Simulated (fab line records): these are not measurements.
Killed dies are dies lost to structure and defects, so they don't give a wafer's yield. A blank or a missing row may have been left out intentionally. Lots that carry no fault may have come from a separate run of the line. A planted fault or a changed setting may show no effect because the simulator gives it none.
fab line records | flow gf180mcu
record lots=14 | wafers=42 | lastDay=34
route steps=602 shown VT_IMPLANT@110 POLY_GATE@167 HV_LDD@185
lots that met no fault: taken from a fault-free run of the same line
startH: hours from the record's first day to the start of the lot's first wafer shown | waitH: how many hours have passed since the lot's step before this one | " unchanged from the row above | L1.1+2: a single row standing in for several wafers | - no value, or no start given | * or withheld: withheld | < > ~ a bound
route shown NAME@n: names a module that has steps shown in the file, with the first one's number in the route | usual: the fault-free wafers' mean and standard deviation | same: alike in all rows | chamber/n: place in a boat | sites: each site's reading | _std_site: the standard deviation of these | _edge_site: inner sites' mean taken away from outer sites' mean | radiusMm: for every site, how far away it sits from the centre of the wafer | mask NAME#n: copy n | behind: the last tool/chamber to shape the wafer | hold: the reason the lot was held/the length of the hold in hours/how it ended | device: transistor that didn't switch, given as n, p or np | end of line: tests of these same wafers at the route's end | a step with no rows: only its recipe | killed: not the wafer's yield, but the dies lost to structure and defects at the first sort | map: shows each die of a wafer: x if killed, . if not, _ if none is there
set.NAME: the setting as run; set.NAME@STEP: as run at that earlier step | model.NAME: the simulator's own value behind a step, which no gauge read
a sample of lots followed through the steps of the route, with each step as a table and each wafer as a row
services: when a tool's chamber went out of use (startH, in hours from the record's first day, below 0 if earlier), for how many hours, and the reason
## steps
# step GF_VT_IMPLANT_STRIP_20
# recipe chemistry=O2/N2 | powerW=1400 | pressureMtorr=1500 | platenTempC=250 | o2FlowSccm=3000 | n2FlowSccm=300 | overashFraction=0.5
# usual drypumpMotorCurrentA=5.7/0.38 | heaterPowerW=309/15 | oesProductAu=0.716/0.0045 | stripTimeToEndpointS=12.658/0.026
lot.wafer | tool           | chamber | startH | waitH | drypumpMotorCurrentA | heaterPowerW | oesProductAu | rfHoursCounterH | stripTimeToEndpointS
L680.2    | plasmaAsher-01 | 1       | 146.03 | 0.1   | 5.7                  | 298          | 0.714        | 3               | 12.663
L680.4    | "              | 0       | "      | "     | 5.4                  | 311          | 0.717        | -               | 12.663
L680.6    | "              | 0       | "      | "     | 5.4                  | 322          | 0.718        | -               | 12.635
L681.3    | plasmaAsher-01 | 1       | 155.26 | 0.1   | 5.7                  | 300          | 0.712        | -               | 12.660
L681.4    | "              | 0       | "      | "     | 5.4                  | 320          | 0.724        | -               | 12.702
L681.5    | "              | 0       | "      | "     | 5.4                  | 312          | 0.719        | -               | 12.643
L682.1    | plasmaAsher-02 | 0       | 157.07 | 0.1   | 5.5                  | 300          | 0.712        | 50              | 12.654
L682.4    | "              | 0       | "      | "     | 5.5                  | 295          | 0.717        | -               | 12.669
L682.6    | "              | 1       | "      | "     | 5.3                  | 338          | 0.719        | -               | 12.683
L685.1    | plasmaAsher-01 | 1       | 169.93 | 0.1   | 5.7                  | 298          | 0.707        | 6               | 12.685
L685.2    | "              | 0       | "      | "     | 5.4                  | 313          | 0.715        | 6               | 12.631
L685.5    | "              | 1       | "      | "     | 5.8                  | 299          | 0.715        | -               | 12.639
L684.2    | plasmaAsher-03 | 0       | 170.23 | 0.1   | 6.5                  | 306          | 0.713        | 52              | 12.651
L684.3    | "              | 0       | "      | "     | 6.5                  | 297          | 0.714        | -               | 12.642
L684.6    | "              | 1       | "      | "     | 6.1                  | 297          | 0.718        | -               | 12.627
L686.1    | plasmaAsher-02 | 1       | 182.69 | 0.1   | 5.3                  | 333          | 0.712        | 53              | 12.637
L686.2    | "              | 0       | "      | "     | 5.5                  | 288          | 0.716        | 53              | 12.640
L686.5    | "              | 1       | "      | "     | 5.3                  | 329          | 0.722        | -               | 12.602
L688.1    | plasmaAsher-03 | 1       | 184.54 | 0.1   | 6.2                  | 299          | 0.715        | 53              | 12.653
L688.4    | "              | 1       | "      | "     | 6.1                  | 291          | 0.713        | -               | 12.688
L688.5    | "              | 1       | "      | "     | 6.1                  | 292          | 0.719        | -               | 12.657
L689.1    | plasmaAsher-02 | 1       | 191.28 | 0.1   | 5.3                  | 336          | 0.715        | 54              | 12.634
L689.3    | "              | 1       | "      | "     | 5.3                  | 332          | 0.712        | -               | 12.637
L689.5    | "              | 1       | "      | "     | 5.3                  | 336          | 0.722        | -               | 12.631
L691.1    | plasmaAsher-01 | 0       | 202.03 | 0.1   | 5.4                  | 315          | 0.722        | 9               | 12.655
L691.3    | "              | 1       | "      | "     | 5.7                  | 299          | 0.713        | -               | 12.656
L691.4    | "              | 0       | "      | "     | 5.4                  | 313          | 0.720        | -               | 12.648
L693.1    | plasmaAsher-02 | 0       | 212.54 | 0.1   | 5.6                  | 306          | 0.722        | 56              | 12.636
L693.5    | "              | 0       | "      | "     | 5.5                  | 300          | 0.722        | -               | 12.650
L693.6    | "              | 1       | "      | "     | 5.3                  | 338          | 0.715        | -               | 12.627
L694.3    | plasmaAsher-02 | 0       | 219.46 | 0.1   | 5.5                  | 301          | 0.722        | -               | 12.663
L694.5    | "              | 0       | "      | "     | 5.6                  | 296          | 0.716        | -               | 12.648
L694.6    | "              | 1       | "      | "     | 5.3                  | 335          | 0.717        | -               | 12.657
L700.2    | plasmaAsher-02 | 0       | 256.42 | 0.1   | 5.5                  | 296          | 0.725        | 61              | 12.668
L700.3    | "              | 1       | "      | "     | 5.3                  | 330          | 0.716        | -               | 12.675
L700.4    | "              | 0       | "      | "     | 5.6                  | 291          | 0.725        | -               | 12.702
L701.2    | plasmaAsher-01 | 0       | 260.73 | 0.1   | 5.4                  | 316          | 0.722        | 16              | 12.670
L701.3    | "              | 0       | "      | "     | 5.4                  | 318          | 0.721        | -               | 12.646
L701.6    | "              | 1       | "      | "     | 5.7                  | 309          | 0.714        | -               | 12.658
L702.4    | plasmaAsher-03 | 1       | 266.67 | 0.1   | 6.2                  | 287          | 0.717        | -               | 12.656
L702.5    | "              | 0       | "      | "     | 6.5                  | 290          | 0.719        | -               | 12.653
L702.6    | "              | 1       | "      | "     | 6.2                  | 289          | 0.710        | -               | 12.647
# step GF_POLY_GATE_CD_MEAS_10
# recipe targetCdNm=280
# usual cdNm=280.3/1.5
lot.wafer | tool     | chamber | startH | waitH | cdNm
L680.2    | cdSem-02 | -       | 218.26 | 0.1   | 279.0
L680.4    | "        | -       | "      | "     | 278.8
L680.6    | "        | -       | "      | "     | 278.0
L681.3    | cdSem-02 | -       | 226.98 | 0.1   | 280.9
L681.4    | "        | -       | "      | "     | 280.9
L681.5    | "        | -       | "      | "     | 281.0
L682.1    | cdSem-02 | -       | 228.96 | 0.2   | 278.8
L682.4    | "        | -       | "      | "     | 277.8
L682.6    | "        | -       | "      | "     | 278.5
L685.1    | cdSem-01 | -       | 243.39 | 0.1   | 278.8
L685.2    | "        | -       | "      | "     | 279.0
L685.5    | "        | -       | "      | "     | 279.1
L684.2    | cdSem-02 | -       | 243.67 | 0.1   | 283.1
L684.3    | "        | -       | "      | "     | 282.1
L684.6    | "        | -       | "      | "     | 282.0
L686.1    | cdSem-01 | -       | 259.59 | 0.1   | 280.3
L686.2    | "        | -       | "      | "     | 280.8
L686.5    | "        | -       | "      | "     | 279.7
L688.1    | cdSem-02 | -       | 260.84 | 0.1   | 279.9
L688.4    | "        | -       | "      | "     | 279.2
L688.5    | "        | -       | "      | "     | 280.0
L689.1    | cdSem-01 | -       | 268.24 | 0.1   | 281.1
L689.3    | "        | -       | "      | "     | 281.3
L689.5    | "        | -       | "      | "     | 280.5
L691.1    | cdSem-02 | -       | 280.79 | 0.1   | 281.0
L691.3    | "        | -       | "      | "     | 280.4
L691.4    | "        | -       | "      | "     | 280.8
L693.1    | cdSem-02 | -       | 292.05 | 0.1   | 278.3
L693.5    | "        | -       | "      | "     | 278.2
L693.6    | "        | -       | "      | "     | 277.8
L694.3    | cdSem-01 | -       | 300.93 | 0.1   | 279.5
L694.5    | "        | -       | "      | "     | 279.5
L694.6    | "        | -       | "      | "     | 279.8
L700.2    | cdSem-02 | -       | 343.73 | 0.2   | 280.8
L700.3    | "        | -       | "      | "     | 281.1
L700.4    | "        | -       | "      | "     | 281.6
L701.2    | cdSem-01 | -       | 348.76 | 0.1   | 281.5
L701.3    | "        | -       | "      | "     | 281.4
L701.6    | "        | -       | "      | "     | 282.7
L702.4    | cdSem-02 | -       | 356.16 | 0.1   | 278.6
L702.5    | "        | -       | "      | "     | 278.7
L702.6    | "        | -       | "      | "     | 279.0
# step GF_HV_LDD_IMPLANT_09
# recipe species=As | energyKev=40 | doseCm2=9.729e+13 | tiltDeg=7
# usual beamEnergyKeV=39.999/0.012 | beamOnS=9.99/0.19
lot.wafer | tool         | chamber | startH | waitH | beamEnergyKeV | beamOnS
L680.2    | implanter-02 | 0       | 238.37 | 0.0   | 40.004        | 9.96
L680.4    | "            | 0       | "      | "     | 40.000        | 9.89
L680.6    | "            | 0       | "      | "     | 40.003        | 9.77
L681.3    | implanter-02 | 0       | 247.69 | 0.1   | 40.013        | 10.23
L681.4    | "            | 0       | "      | "     | 39.999        | 9.72
L681.5    | "            | 0       | "      | "     | 39.996        | 9.97
L682.1    | implanter-04 | 0       | 248.84 | 0.0   | 39.992        | 10.38
L682.4    | "            | 0       | "      | "     | 39.995        | 9.85
L682.6    | "            | 0       | "      | "     | 39.998        | 9.87
L685.1    | implanter-02 | 0       | 263.45 | 0.0   | 40.005        | 9.78
L685.2    | "            | 0       | "      | "     | 39.997        | 9.72
L685.5    | "            | 0       | "      | "     | 39.995        | 9.84
L684.2    | implanter-02 | 0       | 264.77 | 0.0   | 40.016        | 10.10
L684.3    | "            | 0       | "      | "     | 40.011        | 10.11
L684.6    | "            | 0       | "      | "     | 39.994        | 10.01
L686.1    | implanter-02 | 0       | 280.50 | 0.0   | 40.002        | 10.10
L686.2    | "            | 0       | "      | "     | 40.005        | 9.78
L686.5    | "            | 0       | "      | "     | 39.998        | 9.86
L688.1    | implanter-04 | 0       | 282.14 | 0.0   | 40.004        | 10.06
L688.4    | "            | 0       | "      | "     | 39.993        | 9.94
L688.5    | "            | 0       | "      | "     | 39.984        | 10.00
L689.1    | implanter-02 | 0       | 289.30 | 0.0   | 39.975        | 10.37
L689.3    | "            | 0       | "      | "     | 39.994        | 10.07
L689.5    | "            | 0       | "      | "     | 39.993        | 10.15
L691.1    | implanter-04 | 0       | 303.19 | 0.0   | 39.997        | 9.90
L691.3    | "            | 0       | "      | "     | 39.982        | 10.15
L691.4    | "            | 0       | "      | "     | 39.998        | 9.87
L693.1    | implanter-02 | -       | 316.19 | 0.0   | -             | -
L693.5    | "            | -       | "      | "     | -             | -
L693.6    | "            | -       | "      | "     | -             | -
L694.3    | implanter-02 | -       | 324.34 | 0.1   | -             | -
L694.5    | "            | -       | "      | "     | -             | -
L694.6    | "            | -       | "      | "     | -             | -
L700.2    | implanter-04 | 0       | 367.12 | 0.0   | 40.003        | 9.75
L700.3    | "            | 0       | "      | "     | 40.018        | 10.18
L700.4    | "            | 0       | "      | "     | 40.022        | 10.16
L701.2    | implanter-02 | 0       | 372.62 | 0.0   | 39.995        | 10.06
L701.3    | "            | 0       | "      | "     | 40.004        | 10.17
L701.6    | "            | 0       | "      | "     | 39.985        | 10.17
L702.4    | implanter-03 | 0       | 379.57 | 0.1   | 39.984        | 9.86
L702.5    | "            | 0       | "      | "     | 40.012        | 9.72
L702.6    | "            | 0       | "      | "     | 40.011        | 10.25
# step GF_HV_LDD_TW_MEAS_11
# usual HV_LDD_TW=2412/18
lot.wafer | tool         | chamber | startH | waitH | HV_LDD_TW
L680.2    | filmMetro-02 | -       | 238.61 | 0.1   | 2425
L680.4    | "            | -       | "      | "     | 2422
L680.6    | "            | -       | "      | "     | 2418
L681.3    | filmMetro-01 | -       | 247.91 | 0.1   | 2422
L681.4    | "            | -       | "      | "     | 2417
L681.5    | "            | -       | "      | "     | 2405
L682.1    | filmMetro-02 | -       | 249.09 | 0.1   | 2437
L682.4    | "            | -       | "      | "     | 2416
L682.6    | "            | -       | "      | "     | 2422
L685.1    | filmMetro-02 | -       | 263.70 | 0.1   | 2423
L685.2    | "            | -       | "      | "     | 2420
L685.5    | "            | -       | "      | "     | 2422
L684.2    | filmMetro-01 | -       | 265.01 | 0.1   | 2419
L684.3    | "            | -       | "      | "     | 2420
L684.6    | "            | -       | "      | "     | 2421
L686.1    | filmMetro-01 | -       | 280.75 | 0.1   | 2436
L686.2    | "            | -       | "      | "     | 2435
L686.5    | "            | -       | "      | "     | 2428
L688.1    | filmMetro-02 | -       | 282.39 | 0.1   | 2401
L688.4    | "            | -       | "      | "     | 2425
L688.5    | "            | -       | "      | "     | 2405
L689.1    | filmMetro-01 | -       | 289.55 | 0.1   | 2402
L689.3    | "            | -       | "      | "     | 2409
L689.5    | "            | -       | "      | "     | 2407
L691.1    | filmMetro-01 | -       | 303.44 | 0.1   | 2414
L691.3    | "            | -       | "      | "     | 2416
L691.4    | "            | -       | "      | "     | 2419
L693.1    | filmMetro-03 | -       | 316.44 | 0.1   | 30
L693.5    | "            | -       | "      | "     | 30
L693.6    | "            | -       | "      | "     | 30
L694.3    | filmMetro-03 | -       | 324.56 | 0.1   | 30
L694.5    | "            | -       | "      | "     | 30
L694.6    | "            | -       | "      | "     | 30
L700.2    | filmMetro-01 | -       | 367.36 | 0.1   | 2431
L700.3    | "            | -       | "      | "     | 2411
L700.4    | "            | -       | "      | "     | 2404
L701.2    | filmMetro-02 | -       | 372.85 | 0.1   | 2400
L701.3    | "            | -       | "      | "     | 2417
L701.6    | "            | -       | "      | "     | 2411
L702.4    | filmMetro-01 | -       | 379.78 | 0.1   | 2434
L702.5    | "            | -       | "      | "     | 2423
L702.6    | "            | -       | "      | "     | 2417
# step GF_HV_LDD_RTA_52
# recipe tempC=1000 | timeS=10 | ambient=N2
# usual lampPowerPct=33/3.4 | wafer_temp_C_max=1003.8/0.69
lot.wafer | tool         | chamber | startH | waitH | lampPowerPct | wafer_temp_C_max
L680.2    | rtpAnneal-01 | 0       | 296.13 | 0.0   | 37           | 1003.0
L680.4    | "            | 0       | "      | "     | 37           | 1003.0
L680.6    | "            | 0       | "      | "     | 37           | 1003.0
L681.3    | rtpAnneal-01 | 0       | 306.23 | 0.0   | 37           | 1004.7
L681.4    | "            | 0       | "      | "     | 37           | 1004.2
L681.5    | "            | 0       | "      | "     | 37           | 1004.7
L682.1    | rtpAnneal-02 | 0       | 307.46 | 0.0   | 30           | 1003.7
L682.4    | "            | 0       | "      | "     | 30           | 1004.0
L682.6    | "            | 0       | "      | "     | 30           | 1003.7
L685.1    | rtpAnneal-02 | 0       | 322.17 | 0.0   | 30           | 1003.7
L685.2    | "            | 0       | "      | "     | 30           | 1003.7
L685.5    | "            | 0       | "      | "     | 30           | 1003.8
L684.2    | rtpAnneal-02 | 0       | 324.87 | 0.0   | 30           | 1004.7
L684.3    | "            | 0       | "      | "     | 30           | 1004.2
L684.6    | "            | 0       | "      | "     | 30           | 1004.2
L686.1    | rtpAnneal-02 | 0       | 342.15 | 0.0   | 30           | 1003.4
L686.2    | "            | 0       | "      | "     | 30           | 1002.9
L686.5    | "            | 0       | "      | "     | 30           | 1002.9
L688.1    | rtpAnneal-02 | 0       | 343.41 | 0.0   | 30           | 1002.9
L688.4    | "            | 0       | "      | "     | 30           | 1002.7
L688.5    | "            | 0       | "      | "     | 30           | 1003.5
L689.1    | rtpAnneal-02 | 0       | 351.86 | 0.0   | 30           | 1002.7
L689.3    | "            | 0       | "      | "     | 30           | 1002.8
L689.5    | "            | 0       | "      | "     | 30           | 1004.4
L691.1    | rtpAnneal-01 | 0       | 367.16 | 0.0   | 37           | 1004.8
L691.3    | "            | 0       | "      | "     | 37           | 1003.9
L691.4    | "            | 0       | "      | "     | 37           | 1005.8
L693.1    | rtpAnneal-01 | 0       | 380.30 | 0.0   | 37           | 1003.6
L693.5    | "            | 0       | "      | "     | 37           | 1003.3
L693.6    | "            | 0       | "      | "     | 37           | 1004.2
L694.3    | rtpAnneal-01 | 0       | 389.43 | 0.0   | 37           | 1003.6
L694.5    | "            | 0       | "      | "     | 37           | 1003.1
L694.6    | "            | 0       | "      | "     | 37           | 1002.1
L700.2    | rtpAnneal-02 | 0       | 438.51 | 0.0   | 30           | 1003.9
L700.3    | "            | 0       | "      | "     | 30           | 1004.7
L700.4    | "            | 0       | "      | "     | 30           | 1003.3
L701.2    | rtpAnneal-01 | 0       | 446.46 | 0.0   | 37           | 1003.7
L701.3    | "            | 0       | "      | "     | 37           | 1003.4
L701.6    | "            | 0       | "      | "     | 37           | 1003.9
L702.4    | rtpAnneal-01 | 0       | 451.59 | 0.0   | 37           | 1003.9
L702.5    | "            | 0       | "      | "     | 37           | 1004.2
L702.6    | "            | 0       | "      | "     | 37           | 1003.4
# step GF_HV_LDD_RS_MEAS_53
# recipe thkMeasGauge=four-point-probe
# usual HV_LDD_RS=423.1/1
lot.wafer | tool         | chamber | startH | waitH | HV_LDD_RS[ohm/sq]
L680.2    | filmMetro-01 | -       | 296.26 | 0.1   | 421.8
L680.4    | "            | -       | "      | "     | 422.4
L680.6    | "            | -       | "      | "     | 421.5
L681.3    | filmMetro-03 | -       | 306.31 | 0.1   | 421.7
L681.4    | "            | -       | "      | "     | 422.6
L681.5    | "            | -       | "      | "     | 423.4
L682.1    | filmMetro-01 | -       | 307.53 | 0.1   | 422.8
L682.4    | "            | -       | "      | "     | 423.0
L682.6    | "            | -       | "      | "     | 423.1
L685.1    | filmMetro-02 | -       | 322.23 | 0.1   | 423.5
L685.2    | "            | -       | "      | "     | 422.9
L685.5    | "            | -       | "      | "     | 424.2
L684.2    | filmMetro-02 | -       | 324.95 | 0.1   | 425.3
L684.3    | "            | -       | "      | "     | 424.7
L684.6    | "            | -       | "      | "     | 425.4
L686.1    | filmMetro-01 | -       | 342.22 | 0.1   | 424.3
L686.2    | "            | -       | "      | "     | 424.1
L686.5    | "            | -       | "      | "     | 424.3
L688.1    | filmMetro-03 | -       | 343.48 | 0.1   | 420.6
L688.4    | "            | -       | "      | "     | 422.5
L688.5    | "            | -       | "      | "     | 422.8
L689.1    | filmMetro-01 | -       | 351.92 | 0.1   | 423.4
L689.3    | "            | -       | "      | "     | 423.7
L689.5    | "            | -       | "      | "     | 423.7
L691.1    | filmMetro-02 | -       | 367.22 | 0.1   | 424.5
L691.3    | "            | -       | "      | "     | 423.6
L691.4    | "            | -       | "      | "     | 425.3
L693.1    | filmMetro-03 | -       | 380.37 | 0.1   | 878.2
L693.5    | "            | -       | "      | "     | 879.3
L693.6    | "            | -       | "      | "     | 880.5
L694.3    | filmMetro-02 | -       | 389.51 | 0.1   | 882.1
L694.5    | "            | -       | "      | "     | 881.9
L694.6    | "            | -       | "      | "     | 881.0
L700.2    | filmMetro-03 | -       | 438.59 | 0.1   | 421.2
L700.3    | "            | -       | "      | "     | 421.7
L700.4    | "            | -       | "      | "     | 422.0
L701.2    | filmMetro-02 | -       | 446.54 | 0.1   | 424.7
L701.3    | "            | -       | "      | "     | 423.2
L701.6    | "            | -       | "      | "     | 424.3
L702.4    | filmMetro-02 | -       | 451.69 | 0.1   | 421.8
L702.5    | "            | -       | "      | "     | 422.5
L702.6    | "            | -       | "      | "     | 422.4
## services
tool           | chamber | startH | hours | kind
implanter-02   | -       | 146.67 | 3.9   | repair
plasmaAsher-03 | -       | 147.72 | 3.7   | repair
implanter-03   | -       | 165.72 | 2.3   | repair
implanter-04   | -       | 211.80 | 0.6   | repair
implanter-03   | -       | 223.37 | 3.8   | pm
implanter-02   | -       | 227.21 | 2.8   | pm
plasmaAsher-03 | -       | 227.44 | 14.6  | pm
implanter-03   | -       | 233.33 | 23.2  | repair
implanter-04   | -       | 234.28 | 6.0   | repair
implanter-03   | -       | 236.70 | 5.6   | repair
implanter-04   | -       | 264.55 | 2.7   | repair
implanter-03   | -       | 275.62 | 2.9   | repair
implanter-03   | -       | 302.29 | 4.4   | pm
plasmaAsher-02 | -       | 313.65 | 1.9   | repair
rtpAnneal-01   | -       | 317.82 | 29.4  | pm
plasmaAsher-02 | -       | 322.50 | 3.6   | repair
plasmaAsher-03 | -       | 341.93 | 27.2  | pm
implanter-04   | -       | 349.83 | 2.7   | repair
implanter-02   | -       | 369.34 | 0.9   | repair
implanter-04   | -       | 384.69 | 1.7   | repair
plasmaAsher-03 | -       | 404.70 | 0.7   | repair
plasmaAsher-03 | -       | 407.95 | 0.4   | repair
plasmaAsher-02 | -       | 421.25 | 9.0   | pm
plasmaAsher-02 | 0       | 421.25 | 9.0   | ventCycle
## key
firstSign step=GF_HV_LDD_IMPLANT_09 | reading=toolRecord | direction=missing
effect step=GF_HV_LDD_TW_MEAS_11 | reading=HV_LDD_TW | direction=down | sigmas=99+ | usual=2412 | struck=30
effect step=GF_HV_LDD_RS_MEAS_53 | reading=HV_LDD_RS | direction=up | sigmas=99+ | usual=423.1 | struck=880.5
metAt GF_HV_LDD_IMPLANT_09
struckLots L693,L694
laterRowsLeftOut L693.1,L693.5,L693.6,L694.3,L694.5,L694.6
sortLeftOut L693.1,L693.5,L693.6,L694.3,L694.5,L694.6
testerLeftOut L693,L694
notActingAt GF_VT_IMPLANT_STRIP_20,GF_POLY_GATE_CD_MEAS_10,GF_HV_LDD_RTA_52
onsetBetween 289.30 316.19
fault kind=skippedStepWhole | tool=implanter-02 | chamber=- | onsetH=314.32 | steps=GF_HV_LDD_IMPLANT_09 | scope=struckLotsOnly
# testerLeftOut: of these lots the tester's yield and bins aren't shown, on N5 and GAA mostly nor the transistor test; their killed dies are dies lost to structure and defects alone, not to doping, threshold or leakage, so they don't give the yield
# sortLeftOut: the simulated sort isn't trusted on such a fault, so these wafers' sort isn't shown, and their yield isn't known
# laterRowsLeftOut: the simulator's readings of these wafers behind a module that went badly wrong aren't trusted and aren't shown, but for the sort
